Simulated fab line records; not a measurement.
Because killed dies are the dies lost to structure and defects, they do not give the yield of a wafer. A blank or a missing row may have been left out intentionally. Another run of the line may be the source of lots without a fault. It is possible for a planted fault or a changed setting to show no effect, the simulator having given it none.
One fault seen from 2 desks / flow sky130 / each desk has only its own numbers; what lay behind them comes last

## THE TOOL OWNER'S DESK: lithoTrack-04
The tool's own readings at SKY_CONTACT_DEVELOP_13 (develop time 60 s): means of the sampled wafers that have a number, for each lot that ran on this tool. A lot is out of limits, marked OUT, if its mean lies more than 4 standard deviations from the usual mean; the brackets give that distance.
Columns: A = developerTempC at SKY_CONTACT_DEVELOP_13, usual 20.99 C
lot=L417; first seen here=day 33 13:00; A=20.95
lot=L419; first seen here=day 34 04:00; A=21.06
lot=L424; first seen here=day 35 12:00; A=20.96
lot=L425; first seen here=day 36 00:00; A=21.02
lot=L435; first seen here=day 38 15:00; A=20.89
Finding of this desk: none of the 5 lots has anything out of limits.

## THE METROLOGY DESK
What the gauges read, lot by lot, whatever tool the lot ran on: means of the sampled wafers that have a number. A lot is out of limits, marked OUT, if its mean lies more than 4 standard deviations from the usual mean; the brackets give that distance.
Columns: A = cdNm at SKY_CONTACT_CD_MEAS_14, usual 170.2 nm; B = CONTACT_OVL at SKY_CONTACT_OVL_MEAS_15, usual -2 nm; C = METAL1_ALCU_THK at SKY_METAL1_THK_MEAS_06, usual 247 nm
lot=L412; first seen here=day 31 17:48; A=169.0; B=-11; C=251
lot=L413; first seen here=day 31 22:58; A=169.1; B=0; C=250
lot=L415; first seen here=day 32 08:31; A=171.0; B=-3; C=243
lot=L417; first seen here=day 33 13:47; A=170.7; B=-3; C=246
lot=L419; first seen here=day 34 04:46; A=170.7; B=0; C=247
lot=L424; first seen here=day 35 12:55; A=163.0 (-4.5) OUT; B=-4; C=247
lot=L425; first seen here=day 36 00:10; A=165.6; B=-3; C=250
lot=L430; first seen here=day 37 10:37; A=170.7; B=-1; C=251
lot=L431; first seen here=day 37 14:34; A=172.1; B=-2; C=247
lot=L433; first seen here=day 38 06:46; A=167.3; B=-2; C=246
lot=L434; first seen here=day 38 08:57; A=168.5; B=0; C=250
lot=L435; first seen here=day 38 15:49; A=170.9; B=3; C=246
Finding of this desk: L424 out of limits; the first was L424 at day 35 12:55, on cdNm at SKY_CONTACT_CD_MEAS_14. Within limits: L412, L413, L415, L417, L419, L425, L430, L431, L433, L434, L435.

## TAKEN TOGETHER
The metrology desk could have raised an alarm at day 35 12:55, on L424.
Nothing out of limits was seen by the tool owner's desk.
Tool owner's desk: L424 on record, inside its limits.
The lots listed all ran SKY_CONTACT_DEVELOP_13 on lithoTrack-04.

## WHAT THE SIMULATOR HAD INSERTED
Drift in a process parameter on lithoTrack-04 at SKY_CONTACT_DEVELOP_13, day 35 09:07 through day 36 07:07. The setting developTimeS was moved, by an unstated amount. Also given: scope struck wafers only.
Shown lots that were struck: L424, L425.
Per desk, hours elapsed from the start of the fault to the first reading out of limits: for the metrology desk, 4.
